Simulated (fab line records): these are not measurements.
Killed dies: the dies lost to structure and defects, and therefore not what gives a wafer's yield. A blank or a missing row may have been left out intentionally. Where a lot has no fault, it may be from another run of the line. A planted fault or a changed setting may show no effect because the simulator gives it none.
fab line records -- flow sky130
record lots=13, wafers=39, lastDay=50
route steps=708 shown FIELD_ISO@15 GATE_OXIDE@194 CONTACT@421 VIA1@471 PAD_OPEN@708
lots that met no fault: from a run of the same line without faults
startH: the number of hours between the record's first day and the start of the first shown wafer of the lot -- waitH: hours since the lot's step before -- " repeats the value in the row above -- L1.1+2: several wafers, shown together as one row -- - no value, or no start was given -- * or withheld: withheld -- < > ~ a bound
route shown NAME@n: NAME is a module with steps in the file, n the number in the route of the first one -- usual: the fault-free wafers' mean and standard deviation -- same: alike in all rows -- chamber/n: place in a boat -- sites: per-site readings -- _std_site: standard deviation of those values -- _edge_site: mean of outer sites minus mean of inner sites -- radiusMm: for every site, how far away it sits from the centre of the wafer -- mask NAME#n: copy n -- behind: tool/chamber where the wafer was last shaped -- hold: cause of the lot's hold/its duration in hours/its outcome -- device: names the non-switching transistor (n, p or np) -- end of line: the same wafers' tests at the end of the route -- where a step has no rows: the recipe by itself -- killed: at the first sort, the dies lost to defects and structure; wafer yield is something else -- map: dies across one wafer; x = killed, . = not, _ = none there
set.NAME: the setting that was run; set.NAME@STEP: the one run at that earlier step -- model.NAME: the simulator's own value behind a step, which no gauge read
the route's steps for a sample of lots (tables are steps, rows are wafers)
services: from which hour (startH, from the record's first day; less than 0 if before it) a tool's chamber was out of use, for how many hours, and why
## steps
# step SKY_FIELD_ISO_ETCH_14
# recipe chemistry=N2/H2, target=BARC, ionEnergyEv=200, sourceW=500, biasW=100, pressureMtorr=30, n2FlowSccm=100, h2FlowSccm=200, stopOn=SiO2, timeS=47.97, targetDepthA=600
# usual drypumpMotorCurrentA=6.0/0.48, h2FlowSccm=200.1/0.67, oesProductAu=0.846/0.0048, throttleValvePct=13.223/0.009
lot.wafer,tool,chamber,startH,waitH,drypumpMotorCurrentA,h2FlowSccm,oesProductAu,rfHoursCounterH,throttleValvePct
L841.1,rieDiel-03,0,46.14,0.1,5.8,200.3,0.847,2,13.223
L841.4,rieDiel-03,1,46.14,0.1,6.3,200.3,0.842,57,13.231
L841.6,rieDiel-03,0,46.14,0.1,5.8,200.2,0.846,-,13.220
L843.1,rieDiel-04,1,55.26,0.1,6.6,199.8,0.845,29,13.220
L843.3,rieDiel-04,2,55.26,0.1,6.3,200.0,0.854,26,13.219
L843.6,rieDiel-04,3,55.26,0.1,5.2,198.9,0.845,-,13.246
L844.2,rieDiel-03,3,59.22,0.1,5.9,200.2,0.846,171,13.212
L844.4,rieDiel-03,3,59.22,0.1,5.9,200.3,0.850,-,13.226
L844.6,rieDiel-03,1,59.22,0.1,6.3,199.9,0.849,-,13.231
L846.2,rieDiel-01,1,70.12,0.1,6.8,200.0,0.849,40,13.216
L846.3,rieDiel-01,3,70.12,0.1,5.7,200.9,0.851,115,13.202
L846.6,rieDiel-01,3,70.12,0.1,5.7,201.0,0.846,-,13.221
L847.1,rieDiel-01,3,75.42,0.1,5.7,199.6,0.858,115,13.215
L847.5,rieDiel-01,2,75.42,0.1,6.4,200.2,0.845,-,13.228
L847.6,rieDiel-01,1,75.42,0.1,6.8,199.5,0.854,-,13.224
L848.1,rieDiel-04,0,81.76,0.1,5.9,200.9,0.845,0,13.229
L848.3,rieDiel-04,2,81.76,0.1,6.3,197.8,0.853,26,13.215
L848.5,rieDiel-04,3,81.76,0.1,5.2,200.3,0.843,-,13.221
L851.3,rieDiel-03,0,96.32,0.1,5.8,200.0,0.843,3,13.216
L851.4,rieDiel-03,3,96.32,0.1,5.9,200.8,0.856,0,13.209
L851.6,rieDiel-03,2,96.32,0.1,5.6,200.0,0.846,-,13.244
L852.2,rieDiel-04,3,100.21,0.1,5.2,199.7,0.851,50,13.212
L852.3,rieDiel-04,0,100.21,0.1,5.9,198.8,0.846,0,13.225
L852.5,rieDiel-04,0,100.21,0.1,5.9,199.8,0.839,-,13.217
L853.4,rieDiel-03,3,107.61,0.0,5.9,200.3,0.844,0,13.223
L853.5,rieDiel-03,0,107.61,0.0,5.8,199.5,0.856,-,13.215
L853.6,rieDiel-03,3,107.61,0.0,5.9,200.4,0.838,-,13.218
L855.4,rieDiel-03,1,119.81,0.0,6.3,200.0,0.843,59,13.215
L855.5,rieDiel-03,0,119.81,0.0,5.8,200.2,0.847,-,13.214
L855.6,rieDiel-03,1,119.81,0.0,6.3,199.3,0.847,-,13.205
L857.2,rieDiel-04,3,128.97,0.1,5.2,200.7,0.846,50,13.209
L857.3,rieDiel-04,2,128.97,0.1,6.3,199.7,0.845,27,13.240
L857.4,rieDiel-04,1,128.97,0.1,6.6,199.8,0.843,30,13.205
L859.1,rieDiel-03,3,137.64,0.1,5.9,199.4,0.847,1,13.216
L859.4,rieDiel-03,0,137.64,0.1,5.8,199.4,0.841,4,13.214
L859.6,rieDiel-03,2,137.64,0.1,5.6,200.4,0.843,-,13.244
L861.1,rieDiel-01,2,149.14,0.1,6.4,200.4,0.840,148,13.213
L861.3,rieDiel-01,0,149.14,0.1,5.4,199.0,0.843,7,13.222
L861.5,rieDiel-01,0,149.14,0.1,5.4,200.5,0.851,-,13.214
# step SKY_GATE_OXIDE_EXPOSE_07
# recipe maskId=LVOM, na=0.6, sourceShape=conventional, sigmaOuter=0.6, polarization=unpolarized, targetCdNm=600, doseMj=170
# usual stageVelMmS=499.98/0.29
lot.wafer,tool,chamber,startH,waitH,mask,stageVelMmS
L841.1,ilineStepper-01,0,317.69,-,LVOM#0,500.31
L841.4,ilineStepper-01,0,317.69,-,LVOM#0,500.24
L841.6,ilineStepper-01,0,317.69,-,LVOM#0,500.38
L843.1,ilineStepper-01,0,335.20,-,LVOM#0,499.78
L843.3,ilineStepper-01,0,335.20,-,LVOM#0,499.82
L843.6,ilineStepper-01,0,335.20,-,LVOM#0,499.77
L844.2,ilineStepper-02,0,343.43,-,LVOM#0,500.12
L844.4,ilineStepper-02,0,343.43,-,LVOM#0,500.46
L844.6,ilineStepper-02,0,343.43,-,LVOM#0,500.04
L846.2,ilineStepper-02,0,359.56,-,LVOM#0,500.23
L846.3,ilineStepper-02,0,359.56,-,LVOM#0,500.15
L846.6,ilineStepper-02,0,359.56,-,LVOM#0,500.35
L847.1,ilineStepper-02,0,371.34,-,LVOM#0,500.12
L847.5,ilineStepper-02,0,371.34,-,LVOM#0,499.84
L847.6,ilineStepper-02,0,371.34,-,LVOM#0,500.17
L848.1,ilineStepper-02,0,381.14,-,LVOM#0,500.05
L848.3,ilineStepper-02,0,381.14,-,LVOM#0,499.74
L848.5,ilineStepper-02,0,381.14,-,LVOM#0,499.56
L851.3,ilineStepper-02,0,405.31,-,LVOM#0,500.39
L851.4,ilineStepper-02,0,405.31,-,LVOM#0,500.70
L851.6,ilineStepper-02,0,405.31,-,LVOM#0,500.09
L852.2,ilineStepper-01,0,410.96,-,LVOM#0,499.86
L852.3,ilineStepper-01,0,410.96,-,LVOM#0,500.15
L852.5,ilineStepper-01,0,410.96,-,LVOM#0,499.91
L853.4,ilineStepper-01,0,419.90,-,LVOM#0,499.80
L853.5,ilineStepper-01,0,419.90,-,LVOM#0,499.96
L853.6,ilineStepper-01,0,419.90,-,LVOM#0,499.66
L855.4,ilineStepper-02,0,452.52,-,LVOM#0,499.87
L855.5,ilineStepper-02,0,452.52,-,LVOM#0,499.79
L855.6,ilineStepper-02,0,452.52,-,LVOM#0,499.88
L857.2,ilineStepper-01,0,456.96,-,LVOM#0,499.87
L857.3,ilineStepper-01,0,456.96,-,LVOM#0,499.81
L857.4,ilineStepper-01,0,456.96,-,LVOM#0,500.05
L859.1,ilineStepper-01,0,473.61,-,LVOM_R1#0,500.12
L859.4,ilineStepper-01,0,473.61,-,LVOM_R1#0,500.26
L859.6,ilineStepper-01,0,473.61,-,LVOM_R1#0,499.86
L861.1,ilineStepper-02,0,487.76,-,LVOM#0,500.15
L861.3,ilineStepper-02,0,487.76,-,LVOM#0,499.80
L861.5,ilineStepper-02,0,487.76,-,LVOM#0,499.78
# step SKY_CONTACT_OVL_MEAS_15
# usual CONTACT_OVL=0/5.7
lot.wafer,tool,chamber,startH,waitH,CONTACT_OVL[nm]
L841.1,overlay-01,-,754.34,0.1,6
L841.4,overlay-01,-,754.34,0.1,8
L841.6,overlay-01,-,754.34,0.1,9
L843.1,overlay-02,-,772.16,0.1,0
L843.3,overlay-02,-,772.16,0.1,-2
L843.6,overlay-02,-,772.16,0.1,-2
L844.2,overlay-01,-,787.10,0.1,0
L844.4,overlay-01,-,787.10,0.1,-4
L844.6,overlay-01,-,787.10,0.1,-7
L846.2,overlay-01,-,796.87,0.1,-4
L846.3,overlay-01,-,796.87,0.1,-1
L846.6,overlay-01,-,796.87,0.1,-1
L847.1,overlay-02,-,811.06,0.1,1
L847.5,overlay-02,-,811.06,0.1,-3
L847.6,overlay-02,-,811.06,0.1,-7
L848.1,overlay-02,-,819.61,0.1,-2
L848.3,overlay-02,-,819.61,0.1,-8
L848.5,overlay-02,-,819.61,0.1,-2
L851.3,overlay-01,-,839.78,0.1,2
L851.4,overlay-01,-,839.78,0.1,10
L851.6,overlay-01,-,839.78,0.1,4
L852.2,overlay-01,-,843.32,0.1,3
L852.3,overlay-01,-,843.32,0.1,-1
L852.5,overlay-01,-,843.32,0.1,-4
L853.4,overlay-02,-,854.71,0.1,-1
L853.5,overlay-02,-,854.71,0.1,3
L853.6,overlay-02,-,854.71,0.1,0
L855.4,overlay-01,-,879.03,0.1,2
L855.5,overlay-01,-,879.03,0.1,-2
L855.6,overlay-01,-,879.03,0.1,0
L857.2,overlay-02,-,883.65,0.1,4
L857.3,overlay-02,-,883.65,0.1,2
L857.4,overlay-02,-,883.65,0.1,6
L859.1,overlay-02,-,895.06,0.1,-9
L859.4,overlay-02,-,895.06,0.1,-9
L859.6,overlay-02,-,895.06,0.1,-9
L861.1,overlay-02,-,908.04,0.1,-6
L861.3,overlay-02,-,908.04,0.1,-4
L861.5,overlay-02,-,908.04,0.1,-5
# step SKY_VIA1_OVL_MEAS_13
# usual VIA1_OVL=-1/5.2
lot.wafer,tool,chamber,startH,waitH,VIA1_OVL[nm]
L841.1,overlay-01,-,811.41,0.1,-4
L841.4,overlay-01,-,811.41,0.1,1
L841.6,overlay-01,-,811.41,0.1,1
L843.1,overlay-01,-,828.76,0.1,-8
L843.3,overlay-01,-,828.76,0.1,-9
L843.6,overlay-01,-,828.76,0.1,-6
L844.2,overlay-02,-,843.66,0.1,-9
L844.4,overlay-02,-,843.66,0.1,-10
L844.6,overlay-02,-,843.66,0.1,-9
L846.2,overlay-02,-,851.62,0.1,3
L846.3,overlay-02,-,851.62,0.1,6
L846.6,overlay-02,-,851.62,0.1,7
L847.1,overlay-02,-,866.43,0.1,-3
L847.5,overlay-02,-,866.43,0.1,-6
L847.6,overlay-02,-,866.43,0.1,4
L848.1,overlay-02,-,875.21,0.1,-4
L848.3,overlay-02,-,875.21,0.1,-6
L848.5,overlay-02,-,875.21,0.1,-6
L851.3,overlay-02,-,894.62,0.1,2
L851.4,overlay-02,-,894.62,0.1,-5
L851.6,overlay-02,-,894.62,0.1,-5
L852.2,overlay-02,-,898.02,0.1,6
L852.3,overlay-02,-,898.02,0.1,-3
L852.5,overlay-02,-,898.02,0.1,-4
L853.4,overlay-01,-,909.38,0.1,6
L853.5,overlay-01,-,909.38,0.1,9
L853.6,overlay-01,-,909.38,0.1,7
L855.4,overlay-01,-,932.02,0.1,-1
L855.5,overlay-01,-,932.02,0.1,0
L855.6,overlay-01,-,932.02,0.1,1
L857.2,overlay-02,-,936.16,0.1,-7
L857.3,overlay-02,-,936.16,0.1,-8
L857.4,overlay-02,-,936.16,0.1,-8
L859.1,overlay-02,-,947.81,0.1,-9
L859.4,overlay-02,-,947.81,0.1,-11
L859.6,overlay-02,-,947.81,0.1,-9
L861.1,overlay-02,-,959.26,0.1,-4
L861.3,overlay-02,-,959.26,0.1,-2
L861.5,overlay-02,-,959.26,0.1,-2
# step SKY_PAD_OPEN_PROBE_99
# usual killed_at_M0_to_M3=43/7.3, killed_at_M4_up=3.1/1.8, killedAtContacts=24/5.4, killedAtFrontEnd=15/4.1, killedAtOther=0.2/0.52, killedDies=86/10, killedOnRim=17/4.1, killedOpen=47/7.3, killedShort=39/6.4
# same grossDies=492, killedAtBackSide=0
lot.wafer,tool,chamber,startH,waitH,killed_at_M0_to_M3,killed_at_M4_up,killedAtContacts,killedAtFrontEnd,killedAtOther,killedDies,killedOnRim,killedOpen,killedShort
L846.2,prober-01,-,1121.60,0.1,32,3,17,7,0,59,8,29,30
L846.3,prober-01,-,1121.65,0.2,38,4,35,20,0,97,18,48,49
L846.6,prober-01,-,1121.80,0.2,40,4,24,15,1,84,20,52,32
L847.1,prober-02,-,1132.09,0.1,59,1,33,23,0,116,28,68,48
L847.5,prober-02,-,1132.29,0.2,33,2,25,17,0,77,17,40,37
L847.6,prober-02,-,1132.34,0.2,33,5,28,16,1,83,22,39,44
L851.3,prober-02,-,1152.07,0.2,44,2,18,15,1,80,20,48,32
L851.4,prober-02,-,1152.12,0.2,54,2,26,22,2,106,25,50,56
L851.6,prober-02,-,1152.22,0.2,39,5,27,15,0,86,16,46,40
# killed by level:class
L846.2 CONTACT:geometricParticle:open=7 VIA1:geometricParticle:open=5 METAL2:geometricParticle:short=5 METAL1:geometricParticle:short=4 VIA1:geometricParticle:short=4 VIA3:geometricParticle:open=4 LI_CONTACT:geometricParticle:short=3 LI_CONTACT:geometricParticle:open=3
L846.3 LOCAL_INTERCONNECT:geometricParticle:short=9 CONTACT:geometricParticle:short=9 VIA3:geometricParticle:open=9 LI_CONTACT:geometricParticle:open=8 CONTACT:geometricParticle:open=8 VIA2:geometricParticle:open=7 FIELD_ISO:geometricParticle:open=6 FIELD_ISO:geometricParticle:short=6
L846.6 CONTACT:geometricParticle:open=11 VIA1:geometricParticle:open=10 LI_CONTACT:geometricParticle:open=6 VIA3:geometricParticle:open=6 VIA1:geometricParticle:short=6 POLY_GATE:geometricParticle:open=5 LOCAL_INTERCONNECT:geometricParticle:short=5 SPACER:geometricParticle:open=4
L847.1 CONTACT:geometricParticle:open=17 VIA1:geometricParticle:open=11 VIA3:geometricParticle:open=10 VIA2:geometricParticle:open=8 FIELD_ISO:geometricParticle:short=7 POLY_GATE:geometricParticle:open=6 METAL1:geometricParticle:short=6 METAL2:geometricParticle:short=6
L847.5 VIA3:geometricParticle:open=11 CONTACT:geometricParticle:open=9 FIELD_ISO:geometricParticle:open=7 CONTACT:geometricParticle:short=7 FIELD_ISO:geometricParticle:short=5 LOCAL_INTERCONNECT:geometricParticle:short=5 METAL1:geometricParticle:short=5 VIA1:geometricParticle:short=4
L847.6 LI_CONTACT:geometricParticle:open=8 VIA3:geometricParticle:open=7 POLY_GATE:geometricParticle:short=6 CONTACT:geometricParticle:short=6 FIELD_ISO:geometricParticle:short=5 CONTACT:geometricParticle:open=5 VIA1:geometricParticle:open=5 LOCAL_INTERCONNECT:geometricParticle:short=4
L851.3 VIA3:geometricParticle:open=11 VIA1:geometricParticle:open=7 CONTACT:geometricParticle:open=6 METAL2:geometricParticle:short=6 FIELD_ISO:geometricParticle:open=5 POLY_GATE:geometricParticle:open=5 VIA1:geometricParticle:short=5 METAL1:geometricParticle:short=5
L851.4 POLY_GATE:geometricParticle:short=8 CONTACT:geometricParticle:open=8 CONTACT:geometricParticle:short=7 METAL1:geometricParticle:short=7 VIA1:geometricParticle:open=7 VIA3:geometricParticle:open=7 VIA1:geometricParticle:short=6 VIA2:geometricParticle:short=6
L851.6 VIA1:geometricParticle:open=10 LI_CONTACT:geometricParticle:open=7 VIA2:geometricParticle:open=7 CONTACT:geometricParticle:open=6 METAL2:geometricParticle:short=6 LOCAL_INTERCONNECT:geometricParticle:short=5 CONTACT:geometricParticle:short=5 FIELD_ISO:geometricParticle:open=4
## services
tool,chamber,startH,hours,kind
rieDiel-03,2,24.67,11.6,repair
rieDiel-03,0,54.90,9.4,repair
ilineStepper-01,-,69.62,1.7,pm
ilineStepper-01,-,88.10,15.8,repair
rieDiel-04,1,98.12,2.1,repair
rieDiel-04,-,110.60,15.6,pm
rieDiel-04,3,130.04,8.7,repair
rieDiel-03,-,130.41,2.1,repair
ilineStepper-01,-,136.92,2.1,pm
rieDiel-03,0,176.59,2.5,repair
ilineStepper-01,-,184.89,11.3,repair
ilineStepper-02,-,196.21,1.7,pm
rieDiel-04,3,279.09,3.1,repair
ilineStepper-01,-,287.80,1.7,pm
ilineStepper-01,-,300.71,3.3,repair
rieDiel-03,-,305.39,0.5,repair
ilineStepper-02,-,336.88,4.4,pm
ilineStepper-02,-,360.04,2.1,pm
rieDiel-03,0,360.58,1.2,repair
rieDiel-04,0,368.76,1.4,repair
rieDiel-04,2,380.20,5.4,repair
rieDiel-04,2,403.37,9.3,repair
ilineStepper-02,-,411.38,1.7,pm
ilineStepper-01,-,481.68,4.1,repair
## key
firstSign step=SKY_GATE_OXIDE_EXPOSE_07, reading=mask, direction=changed
effect none on later readings
metAt SKY_GATE_OXIDE_EXPOSE_07
struckLots L859
testerLeftOut L859
notActingAt SKY_FIELD_ISO_ETCH_14,SKY_CONTACT_OVL_MEAS_15,SKY_VIA1_OVL_MEAS_13
onsetBetween 456.96 473.61
fault kind=wrongMask, tool=any, chamber=-, onsetH=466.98, steps=SKY_GATE_OXIDE_EXPOSE_07, auxCopy=LVOM_R1#0, cdOffsetNm=42, scope=struckLotsOnly
# testerLeftOut: of these lots the tester's yield and bins aren't shown, on N5 and GAA mostly nor the transistor test; their killed dies are dies lost to structure and defects alone, not to doping, threshold or leakage, so they don't give the yield
